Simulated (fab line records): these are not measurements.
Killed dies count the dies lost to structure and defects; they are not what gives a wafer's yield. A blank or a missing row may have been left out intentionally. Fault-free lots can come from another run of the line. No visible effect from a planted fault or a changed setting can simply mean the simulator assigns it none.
A sampling plan put to the test + flow gf180mcu + 12 faults told of in these records, all on one fab line, each judged by the records of the lots it struck
The plan consists of the line's own looks: route steps at which the wafer is read by a gauge or an inspection but not changed. A look is open to judgement when struck wafers have a number at it and the file gives its usual mean and standard deviation on fault-free wafers. Caught: a look later than the fault's first step finds the struck wafers' mean 4 or more of those standard deviations (sigma) from the usual mean. On the tool: the test repeated on the tool's own readings taken at the fault's steps. Another recipe on the struck wafers, or a record that is blank for them alone, also counts as caught.

THE FAULTS, as the simulator had put them in
1. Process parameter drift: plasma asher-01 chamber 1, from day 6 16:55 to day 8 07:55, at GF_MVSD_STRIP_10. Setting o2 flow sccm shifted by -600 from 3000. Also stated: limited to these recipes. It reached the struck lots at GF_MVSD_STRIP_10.
2. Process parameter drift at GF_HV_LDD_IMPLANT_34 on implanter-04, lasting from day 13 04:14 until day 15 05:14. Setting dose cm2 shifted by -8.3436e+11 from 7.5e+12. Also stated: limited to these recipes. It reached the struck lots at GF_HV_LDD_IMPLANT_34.
3. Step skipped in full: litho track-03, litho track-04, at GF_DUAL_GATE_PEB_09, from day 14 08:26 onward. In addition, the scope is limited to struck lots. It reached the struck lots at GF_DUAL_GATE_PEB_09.
4. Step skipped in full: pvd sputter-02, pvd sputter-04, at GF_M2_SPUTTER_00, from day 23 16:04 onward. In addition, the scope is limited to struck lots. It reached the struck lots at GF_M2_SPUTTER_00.
5. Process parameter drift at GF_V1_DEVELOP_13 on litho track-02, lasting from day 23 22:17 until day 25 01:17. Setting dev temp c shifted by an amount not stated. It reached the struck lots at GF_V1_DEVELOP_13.
6. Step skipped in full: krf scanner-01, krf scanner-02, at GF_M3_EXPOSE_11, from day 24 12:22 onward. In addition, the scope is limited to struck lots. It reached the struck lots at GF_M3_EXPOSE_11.
7. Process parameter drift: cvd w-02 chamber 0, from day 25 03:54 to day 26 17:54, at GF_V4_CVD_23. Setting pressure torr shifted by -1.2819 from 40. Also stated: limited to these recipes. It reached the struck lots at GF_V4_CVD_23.
8. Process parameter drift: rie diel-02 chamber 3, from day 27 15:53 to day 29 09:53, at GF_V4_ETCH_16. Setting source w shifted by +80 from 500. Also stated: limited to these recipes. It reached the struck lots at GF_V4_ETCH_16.
9. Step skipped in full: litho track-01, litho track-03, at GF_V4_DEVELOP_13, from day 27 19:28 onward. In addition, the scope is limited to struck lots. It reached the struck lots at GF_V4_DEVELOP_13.
10. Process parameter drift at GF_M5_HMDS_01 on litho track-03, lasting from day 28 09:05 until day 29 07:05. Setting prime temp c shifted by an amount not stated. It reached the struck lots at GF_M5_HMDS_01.
11. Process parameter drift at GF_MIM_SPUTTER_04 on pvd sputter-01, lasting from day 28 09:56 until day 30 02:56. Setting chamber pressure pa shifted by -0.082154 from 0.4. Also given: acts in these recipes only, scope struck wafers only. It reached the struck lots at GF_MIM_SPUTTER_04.
12. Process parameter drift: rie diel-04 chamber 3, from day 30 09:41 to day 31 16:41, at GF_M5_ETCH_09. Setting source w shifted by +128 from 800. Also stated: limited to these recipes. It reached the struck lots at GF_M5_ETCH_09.

WHAT THE PLAN SAW
| fault | on the tool itself                               | first look that catches it                   | reading, sigma | median hours from its first step to that look | hours from the fault's start to the first struck lot there | judged looks passed uncaught |
|-------|--------------------------------------------------|----------------------------------------------|----------------|-----------------------------------------------|------------------------------------------------------------|------------------------------|
| 1     | o2 flow sccm -67 sigma                           | not the one look that can be judged after it | -              | -                                             | -                                                          | 1                            |
| 2     | dose ions cm2 -98 sigma                          | no look after it can be judged               | -              | -                                             | -                                                          | 0                            |
| 3     | no reading that can be judged                    | no look after it can be judged               | -              | -                                             | -                                                          | 0                            |
| 4     | the tool's record is blank for the struck wafers | not the one look that can be judged after it | -              | -                                             | -                                                          | 1                            |
| 5     | developer temp C -21 sigma                       | no look after it can be judged               | -              | -                                             | -                                                          | 0                            |
| 6     | no reading that can be judged                    | no look after it can be judged               | -              | -                                             | -                                                          | 0                            |
| 7     | chamber pressure Torr -14 sigma                  | no look after it can be judged               | -              | -                                             | -                                                          | 0                            |
| 8     | rf fwd power W +38 sigma                         | no look after it can be judged               | -              | -                                             | -                                                          | 0                            |
| 9     | the tool's record is blank for the struck wafers | no look after it can be judged               | -              | -                                             | -                                                          | 0                            |
| 10    | prime temp c -31 sigma                           | no look after it can be judged               | -              | -                                             | -                                                          | 0                            |
| 11    | chamber pressure pa -99 or beyond sigma          | no look after it can be judged               | -              | -                                             | -                                                          | 0                            |
| 12    | rf fwd power W +27 sigma                         | no look after it can be judged               | -              | -                                             | -                                                          | 0                            |
A dash: this means the fault isn't caught or the number doesn't appear in these records.

Caught at a look: 0 of 12. Caught on the tool: 10 of 12. By one or the other: 10 of 12.
On the tool alone, faults 1, 2, 4, 5, 7, 8, 9, 10, 11, 12 were caught.
Caught by neither: faults 3, 6.
